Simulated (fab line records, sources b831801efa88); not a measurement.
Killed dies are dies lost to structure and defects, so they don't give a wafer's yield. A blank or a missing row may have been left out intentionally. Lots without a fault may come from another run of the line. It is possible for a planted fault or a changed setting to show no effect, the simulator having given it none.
The tool behind it: which one? :: flow sky130 :: 15 lots with 45 wafers sampled at 3 steps, on a route of 708 steps

WHAT EACH GAUGE READ, for each wafer
SKY_VIA2_THK_MEAS_01.
lot: L491
measured: day 35 10:52
on: film_metro-01
VIA2_HDPCVD_THK (nm): 1193 1198 1180

lot: L492
measured: day 35 10:56
on: film_metro-02
VIA2_HDPCVD_THK (nm): 1193 1175 1175

lot: L494
measured: day 35 23:36
on: film_metro-02
VIA2_HDPCVD_THK (nm): 1175 1171 1167

lot: L495
measured: day 36 06:50
on: film_metro-03
VIA2_HDPCVD_THK (nm): 1183 1169 1183

lot: L505
measured: day 40 08:07
on: film_metro-03
VIA2_HDPCVD_THK (nm): 1171 1183 1187

lot: L504
measured: day 40 09:19
on: film_metro-02
VIA2_HDPCVD_THK (nm): 1167 1153 1176

lot: L507
measured: day 40 19:23
on: film_metro-03
VIA2_HDPCVD_THK (nm): 1185 1171 1163

lot: L508
measured: day 40 23:35
on: film_metro-03
VIA2_HDPCVD_THK (nm): 1176 1186 1178

lot: L510
measured: day 41 07:13
on: film_metro-03
VIA2_HDPCVD_THK (nm): 1165 1172 1178

lot: L511
measured: day 41 08:49
on: film_metro-03
VIA2_HDPCVD_THK (nm): 1160 1177 1181

lot: L512
measured: day 41 11:57
on: film_metro-02
VIA2_HDPCVD_THK (nm): 1200 1198 1182

lot: L514
measured: day 42 06:01
on: film_metro-02
VIA2_HDPCVD_THK (nm): 1189 1197 1161

SKY_VIA2_OVL_MEAS_13.
lot: L491
measured: day 36 13:34
on: overlay-02
VIA2_OVL (nm): -13 -11 -4

lot: L492
measured: day 36 13:42
on: overlay-01
VIA2_OVL (nm): -3 0 -8

lot: L494
measured: day 37 02:21
on: overlay-02
VIA2_OVL (nm): -10 -7 -11

lot: L495
measured: day 37 09:16
on: overlay-01
VIA2_OVL (nm): -4 1 -6

lot: L505
measured: day 41 09:16
on: overlay-02
VIA2_OVL (nm): -13 -9 -4

lot: L504
measured: day 41 10:34
on: overlay-01
VIA2_OVL (nm): 0 1 3

lot: L507
measured: day 41 20:07
on: overlay-02
VIA2_OVL (nm): -4 -11 -8

lot: L508
measured: day 41 23:46
on: overlay-02
VIA2_OVL (nm): -11 -7 -6

lot: L510
measured: day 42 07:37
on: overlay-01
VIA2_OVL (nm): -5 -6 -5

lot: L511
measured: day 42 09:23
on: overlay-02
VIA2_OVL (nm): 5 5 6

lot: L512
measured: day 42 12:09
on: overlay-02
VIA2_OVL (nm): 4 2 12

lot: L514
measured: day 43 05:25
on: overlay-02
VIA2_OVL (nm): 0 6 1

TOOL THAT RAN EACH LOT (tool first, then ch and the chambers of the sampled wafers, then the start)
lot: L491
SKY_CONTACT_PEB_12: litho_track-03 ch 0, day 31 17:00

lot: L492
SKY_CONTACT_PEB_12: litho_track-01 ch 0, day 31 18:00

lot: L494
SKY_CONTACT_PEB_12: litho_track-02 ch 0, day 32 09:00

lot: L495
SKY_CONTACT_PEB_12: litho_track-03 ch 0, day 32 17:00

lot: L499
SKY_CONTACT_PEB_12: litho_track-01, day 34 07:00

lot: L501
SKY_CONTACT_PEB_12: litho_track-02, day 34 23:00

lot: L500
SKY_CONTACT_PEB_12: litho_track-01, day 34 23:00

lot: L505
SKY_CONTACT_PEB_12: litho_track-02 ch 0, day 36 22:00

lot: L504
SKY_CONTACT_PEB_12: litho_track-02 ch 0, day 36 23:00

lot: L507
SKY_CONTACT_PEB_12: litho_track-01 ch 0, day 37 09:00

lot: L508
SKY_CONTACT_PEB_12: litho_track-01 ch 0, day 37 12:00

lot: L510
SKY_CONTACT_PEB_12: litho_track-03 ch 0, day 37 22:00

lot: L511
SKY_CONTACT_PEB_12: litho_track-03 ch 0, day 37 23:00

lot: L512
SKY_CONTACT_PEB_12: litho_track-03 ch 0, day 38 03:00

lot: L514
SKY_CONTACT_PEB_12: litho_track-02 ch 0, day 38 21:00
- SKY_CONTACT_PEB_12

WHAT THE TOOLS THEMSELVES READ (means of the sampled wafers that have a number; where no wafer has one, the mark that the record gives instead)
SKY_CONTACT_PEB_12.
lot: L491
tool: litho_track-03
exhaust_pa (Pa): 44.5

lot: L492
tool: litho_track-01
exhaust_pa (Pa): 44.8

lot: L494
tool: litho_track-02
exhaust_pa (Pa): 43.9

lot: L495
tool: litho_track-03
exhaust_pa (Pa): 46.2

lot: L499
tool: litho_track-01
exhaust_pa (Pa): -

lot: L501
tool: litho_track-02
exhaust_pa (Pa): -

lot: L500
tool: litho_track-01
exhaust_pa (Pa): -

lot: L505
tool: litho_track-02
exhaust_pa (Pa): 45.8

lot: L504
tool: litho_track-02
exhaust_pa (Pa): 45.3

lot: L507
tool: litho_track-01
exhaust_pa (Pa): 45.6

lot: L508
tool: litho_track-01
exhaust_pa (Pa): 44.8

lot: L510
tool: litho_track-03
exhaust_pa (Pa): 45.0

lot: L511
tool: litho_track-03
exhaust_pa (Pa): 45.5

lot: L512
tool: litho_track-03
exhaust_pa (Pa): 44.8

lot: L514
tool: litho_track-02
exhaust_pa (Pa): 45.5

THE ANSWER, worked out from the rows above alone
Rule: the usual values come from the lots themselves. Put in order of their means at a reading, lots are off if they are a third of the lots or fewer, leave a main group of 4 or more, and stand apart from it by a gap of 3 or more times the standard deviation of the main group's means; of several such gaps the widest counts. The tables above print the reading to a certain number of digits; a main group whose means all agree to those digits is not used. A lot without any number at a reading at which 4 lots or more have one is off too. Where the step has rows for the other lots, those lots are counted as sound. After the gauges, taken in route order, come the tools' own readings; for these a lot's mean is taken, as printed above. The first step at which some lot is off is used, and at that step the reading that is off furthest; a lot without a number counts as furthest.
Off: L499, L501, L500, at SKY_CONTACT_PEB_12 (exhaust_pa). Without a number there: L499, L501, L500. The main group: mean 45.1 Pa, standard deviation 0.6.
A tool fits if, at that step or a process step before it, it ran every lot that is off, and no sound lot after the first of them. No candidate that was tried fits.

WHAT THE SIMULATOR HAD PUT IN
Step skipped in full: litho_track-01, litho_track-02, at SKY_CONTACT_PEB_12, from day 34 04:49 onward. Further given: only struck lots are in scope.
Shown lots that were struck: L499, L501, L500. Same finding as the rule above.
